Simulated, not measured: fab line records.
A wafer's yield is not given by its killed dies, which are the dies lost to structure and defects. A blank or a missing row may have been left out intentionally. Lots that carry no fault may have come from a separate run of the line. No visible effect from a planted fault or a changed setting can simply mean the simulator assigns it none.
What tool caused it? :: flow gf180mcu :: 12 lots with 36 wafers sampled at 4 steps, on a route of 602 steps

## WHAT THE GAUGES SHOWED, per wafer
GF_V3_OVL_MEAS_15. Usual: V3_OVL -6 nm, standard deviation 6.1.
lot: L343
measured: day 22 10:20
on: overlay-01
V3_OVL (nm): 7 2 4
flag: 

lot: L344
measured: day 22 18:13
on: overlay-01
V3_OVL (nm): -7 -8 -9
flag: 

lot: L345
measured: day 23 05:37
on: overlay-01
V3_OVL (nm): -12 -21 -12
flag: 

lot: L346
measured: day 23 08:04
on: overlay-01
V3_OVL (nm): 3 -5 5
flag: 

lot: L347
measured: day 23 20:46
on: overlay-01
V3_OVL (nm): -7 -3 -8
flag: 

lot: L348
measured: day 24 05:25
on: overlay-02
V3_OVL (nm): -9 -9 -14
flag: 

lot: L349
measured: day 24 13:16
on: overlay-02
V3_OVL (nm): -6 2 -5
flag: 

lot: L350
measured: day 24 20:59
on: overlay-01
V3_OVL (nm): -4 -2 -1
flag: 

lot: L353
measured: day 25 17:31
on: overlay-01
V3_OVL (nm): -12 -15 -15
flag: 

lot: L364
measured: day 29 01:47
on: overlay-01
V3_OVL (nm): 1 -5 -2
flag: 

lot: L365
measured: day 29 09:11
on: overlay-02
V3_OVL (nm): -6 -1 -3
flag: 

lot: L366
measured: day 29 16:51
on: overlay-02
V3_OVL (nm): -16 -12 -11
flag: 

GF_V3_THK_MEAS_25: measures by xrf. Usual: V3_W_THK 341 nm, standard deviation 6.9.
lot: L343
measured: day 22 11:22
on: filmMetro-01
V3_W_THK (nm): 345 343 338
flag: 

lot: L344
measured: day 22 19:17
on: filmMetro-03
V3_W_THK (nm): 351 342 349
flag: 

lot: L345
measured: day 23 06:40
on: filmMetro-03
V3_W_THK (nm): 351 346 350
flag: 

lot: L346
measured: day 23 09:10
on: filmMetro-02
V3_W_THK (nm): 342 339 347
flag: 

lot: L347
measured: day 23 21:49
on: filmMetro-03
V3_W_THK (nm): 345 345 348
flag: 

lot: L348
measured: day 24 06:27
on: filmMetro-03
V3_W_THK (nm): 335 337 332
flag: 

lot: L349
measured: day 24 14:19
on: filmMetro-01
V3_W_THK (nm): 343 346 342
flag: 

lot: L350
measured: day 24 22:01
on: filmMetro-03
V3_W_THK (nm): 344 340 338
flag: 

lot: L353
measured: day 25 18:53
on: filmMetro-03
V3_W_THK (nm): 345 346 346
flag: 

lot: L364
measured: day 29 02:57
on: filmMetro-02
V3_W_THK (nm): 331 331 331
flag: 

lot: L365
measured: day 29 10:34
on: filmMetro-01
V3_W_THK (nm): 347 348 341
flag: 

lot: L366
measured: day 29 17:57
on: filmMetro-01
V3_W_THK (nm): 338 339 331
flag: 

GF_V4_CD_MEAS_14 targets a cd of 260 nm. Usual: 259.7 nm for cdNm, sd 1.2.
lot: L343
measured: day 24 09:55
on: cdSem-01
cdNm (nm): 261.4 259.8 261.4
flag: 

lot: L344
measured: day 24 18:24
on: cdSem-01
cdNm (nm): 260.8 260.1 260.2
flag: 

lot: L345
measured: day 25 05:08
on: cdSem-01
cdNm (nm): 261.1 259.1 259.6
flag: 

lot: L346
measured: day 25 07:08
on: cdSem-02
cdNm (nm): 260.5 261.1 260.1
flag: 

lot: L347
measured: day 25 19:00
on: cdSem-02
cdNm (nm): 261.1 260.8 260.9
flag: 

lot: L348
measured: day 26 02:57
on: cdSem-01
cdNm (nm): 257.6 260.6 258.9
flag: 

lot: L349
measured: day 26 10:13
on: cdSem-02
cdNm (nm): 260.5 259.9 260.2
flag: 

lot: L350
measured: day 26 18:08
on: cdSem-01
cdNm (nm): 259.2 260.9 259.5
flag: 

lot: L353
measured: day 27 14:21
on: cdSem-02
cdNm (nm): 259.1 259.1 258.0
flag: 

lot: L364
measured: day 30 18:08
on: cdSem-02
cdNm (nm): 260.5 260.1 259.3
flag: 

lot: L365
measured: day 31 00:32
on: cdSem-02
cdNm (nm): 259.2 258.8 259.8
flag: 

lot: L366
measured: day 31 07:46
on: cdSem-01
cdNm (nm): 259.5 259.2 260.4
flag: 

## WHAT TOOL EACH LOT RAN ON (gives the tool, then ch and the chambers of the sampled wafers, and finally the start)
lot: L343
GF_V4_CMP_04: cmp-02 ch 2,3, day 23 11:40

lot: L344
GF_V4_CMP_04: cmp-01 ch 1,3, day 23 19:45

lot: L345
GF_V4_CMP_04: cmp-02 ch 0,1, day 24 06:49

lot: L346
GF_V4_CMP_04: cmp-02 ch 2,3, day 24 08:57

lot: L347
GF_V4_CMP_04: cmp-01 ch 0,2,3, day 24 21:46

lot: L348
GF_V4_CMP_04: cmp-01 ch 0,3, day 25 05:47

lot: L349
GF_V4_CMP_04: cmp-01 ch 0,1,2, day 25 12:46

lot: L350
GF_V4_CMP_04: cmp-02 ch 0,3, day 25 20:49

lot: L353
GF_V4_CMP_04: cmp-01 ch 0,2,3, day 26 17:40

lot: L364
GF_V4_CMP_04: cmp-02 ch 0,3, day 29 23:32

lot: L365
GF_V4_CMP_04: cmp-01 ch 0,1, day 30 06:26

lot: L366
GF_V4_CMP_04: cmp-02 ch 2,3, day 30 14:19
- GF_V4_CMP_04: polishes SiO2.

## AS READ BY THE TOOLS THEMSELVES (means over the sampled wafers that have a number; for cases with no such wafer, the mark the record gives instead)
GF_V4_CMP_04. Usual: motorCurrentA 12.1 A, standard deviation 1.3; platenRpm 60.00 rpm, standard deviation 0.034; slurryFlowMlMin 150.0, standard deviation 0.47; timeToEndpointS 81 s, standard deviation 5.9.
lot: L343
tool: cmp-02
motorCurrentA (A): 12.2
platenRpm (rpm): 59.99
slurryFlowMlMin: 149.9
timeToEndpointS (s): 82
flag: 

lot: L344
tool: cmp-01
motorCurrentA (A): 13.2
platenRpm (rpm): 60.00
slurryFlowMlMin: 149.6
timeToEndpointS (s): 82
flag: 

lot: L345
tool: cmp-02
motorCurrentA (A): 12.4
platenRpm (rpm): 60.02
slurryFlowMlMin: 150.1
timeToEndpointS (s): 85
flag: 

lot: L346
tool: cmp-02
motorCurrentA (A): 12.3
platenRpm (rpm): 60.00
slurryFlowMlMin: 149.6
timeToEndpointS (s): 85
flag: 

lot: L347
tool: cmp-01
motorCurrentA (A): 11.3
platenRpm (rpm): 60.05
slurryFlowMlMin: 150.0
timeToEndpointS (s): 82
flag: 

lot: L348
tool: cmp-01
motorCurrentA (A): 11.8
platenRpm (rpm): 60.00
slurryFlowMlMin: 150.1
timeToEndpointS (s): 83
flag: 

lot: L349
tool: cmp-01
motorCurrentA (A): 11.8
platenRpm (rpm): 60.00
slurryFlowMlMin: 150.0
timeToEndpointS (s): 82
flag: 

lot: L350
tool: cmp-02
motorCurrentA (A): 13.4
platenRpm (rpm): 59.99
slurryFlowMlMin: 150.3
timeToEndpointS (s): 90
flag: 

lot: L353
tool: cmp-01
motorCurrentA (A): 11.8
platenRpm (rpm): 60.00
slurryFlowMlMin: 149.9
timeToEndpointS (s): 56
flag: OFF

lot: L364
tool: cmp-02
motorCurrentA (A): 13.0
platenRpm (rpm): 59.97
slurryFlowMlMin: 150.3
timeToEndpointS (s): 80
flag: 

lot: L365
tool: cmp-01
motorCurrentA (A): 12.9
platenRpm (rpm): 59.98
slurryFlowMlMin: 149.3
timeToEndpointS (s): 78
flag: 

lot: L366
tool: cmp-02
motorCurrentA (A): 12.7
platenRpm (rpm): 59.95
slurryFlowMlMin: 150.6
timeToEndpointS (s): 72
flag: 

## THE ANSWER, worked out from the rows above alone
Rule: lot off if the mean of its wafers having a number is beyond 3 standard deviations from the usual mean. Also off: a lot with no number at a reading for which 4 or more lots have one. Any other lot the step has rows for is counted as sound. Order of review: gauges by route order, followed by the tools' own readings, for which a lot's mean as printed above is used. At the first step where some lot is off, the reading lying furthest off is the one used; lots without a number count as furthest.
Off: L353 (GF_V4_CMP_04, timeToEndpointS).
A tool fits if, at that step or a process step before it, it ran every lot that is off, and no sound lot after the first of them. No candidate that was tried fits.

## WHAT THE SIMULATOR PUT IN
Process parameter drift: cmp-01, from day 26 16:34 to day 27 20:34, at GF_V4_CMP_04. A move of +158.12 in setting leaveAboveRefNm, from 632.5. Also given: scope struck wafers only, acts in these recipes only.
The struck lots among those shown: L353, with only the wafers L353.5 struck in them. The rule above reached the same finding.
